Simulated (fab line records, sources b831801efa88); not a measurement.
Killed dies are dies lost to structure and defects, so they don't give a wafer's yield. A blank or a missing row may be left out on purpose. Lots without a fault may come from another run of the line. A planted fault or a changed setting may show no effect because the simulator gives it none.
Problem report in the 8D (eight disciplines) form, filled by code | flow sky130 | the parts of the form that need people (team, actions taken, sign-off) are left out

1. THE PROBLEM
oes_product_au at SKY_VIA3_ETCH_15 reads a mean of 0.376 a.u. on 6 wafers of 2 lots; wafers without a fault read 0.947 a.u. with a standard deviation of 0.0046. That is -99 or more standard deviations from the usual mean.
The step: etches SiO2 in C4F8/O2/Ar, stops on TiN, target depth 507 nm, time 78 s.
First seen on wafer L534.2, day 43 11:56, on rie_diel-04. The record holds 33 wafers of 11 lots with a number at this step. Rule for "out", or "out of limits": more than 4 standard deviations from the usual mean. The other wafers with a number count as sound.

2. WHAT IT IS AND WHAT IT IS NOT
question                    | is                       | is not
which readings at this step | oes_product_au           | -
which lots                  | L534, L535               | L524, L525, L526, L538, L539, L540, L541, L542, L543
which wafers of those lots  | all that have a number   | -
read on which tools         | rie_diel-03, rie_diel-04 | rie_diel-01
when                        | from day 43 11:56        | up to then (9 sound wafers); but 18 sound wafers of L538, L539, L540, L541, L542, L543 came after

3. SUSPECTS, AND WHAT RULES EACH OUT
Counting: a tool at a process step up to the reading stays a suspect if it ran every lot that is out and no sound lot after the first of them.
- hdpcvd-02 at SKY_VIA3_HDPCVD_00 (deposits SiO2, target thk 1635 nm, time 272.5 s): ruled out as a lasting fault. Sound lots L541, L542 ran on it after its first lot that is out, L534 (day 42 12:02).
Left after counting: nothing in the record.

4. THE CAUSE (what the simulator had put in)
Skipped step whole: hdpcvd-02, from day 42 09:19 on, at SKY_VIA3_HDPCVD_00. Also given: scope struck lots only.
Counting ruled it out, wrongly: the rule takes a fault to strike every lot that its tool runs from its start on, and this one did not.

5. THE CHAIN OF EFFECTS, in route order
Each row: a reading whose mean over the struck wafers that have a number lies more than 3 standard deviations from the usual. Only readings for which the record gives a usual standard deviation are gone through. hours: the time from each lot's start at the first step in this table that gives one to its start at this step, as a median over the lots. sigmas: the change in usual standard deviations.
hours | step                  | reading              | usual      | on struck wafers | change | sigmas
0     | SKY_VIA3_ETCH_15      | oes_product_au       | 0.947 a.u. | 0.376            | -0.571 | -99 or more
129   | SKY_PAD_OPEN_PROBE_99 | defect_limited_yield | 82.3 %     | 0.0              | -82.3  | -39
129   | SKY_PAD_OPEN_PROBE_99 | killed_at_M0_to_M3   | 44         | 482              | +438   | +61
129   | SKY_PAD_OPEN_PROBE_99 | killed_at_contacts   | 24         | 4                | -20    | -3.9
129   | SKY_PAD_OPEN_PROBE_99 | killed_dies          | 87         | 492              | +405   | +40
129   | SKY_PAD_OPEN_PROBE_99 | killed_on_rim        | 17         | 96               | +79    | +21
129   | SKY_PAD_OPEN_PROBE_99 | killed_open          | 48         | 8                | -40    | -5.3
129   | SKY_PAD_OPEN_PROBE_99 | killed_short         | 39         | 7                | -32    | -4.8
129   | SKY_PAD_OPEN_PROBE_99 | sort_bin_3_pad_short | 0.8 %      | 26.7             | +25.9  | +66
129   | SKY_PAD_OPEN_PROBE_99 | sort_bin_5_function  | 10.4 %     | 70.5             | +60.1  | +35
129   | SKY_PAD_OPEN_PROBE_99 | sort_bin_6_memory    | 6.5 %      | 2.7              | -3.8   | -3.4
129   | SKY_PAD_OPEN_PROBE_99 | sort_n_pass          | 405        | 0                | -405   | -40
129   | SKY_PAD_OPEN_PROBE_99 | sort_yield_pct       | 82.3 %     | 0.0              | -82.3  | -39
The process steps in it:
- SKY_VIA3_ETCH_15: etches SiO2 in C4F8/O2/Ar, stops on TiN, target depth 507 nm, time 78 s.
- SKY_PAD_OPEN_PROBE_99
Readings that are blank on the struck wafers while sound wafers have them: pressure_mtorr at SKY_VIA3_HDPCVD_00; run_length_s at SKY_VIA3_HDPCVD_00.

6. WHAT WOULD HAVE CAUGHT IT SOONER
In this record the first reading out of limits was taken at day 43 11:56, 27 hours after the fault began at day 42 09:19.
At SKY_VIA3_HDPCVD_00 the tool's readings are blank on the struck wafers, where sound wafers have them: an empty tool record is the first sign, and it was there at once.
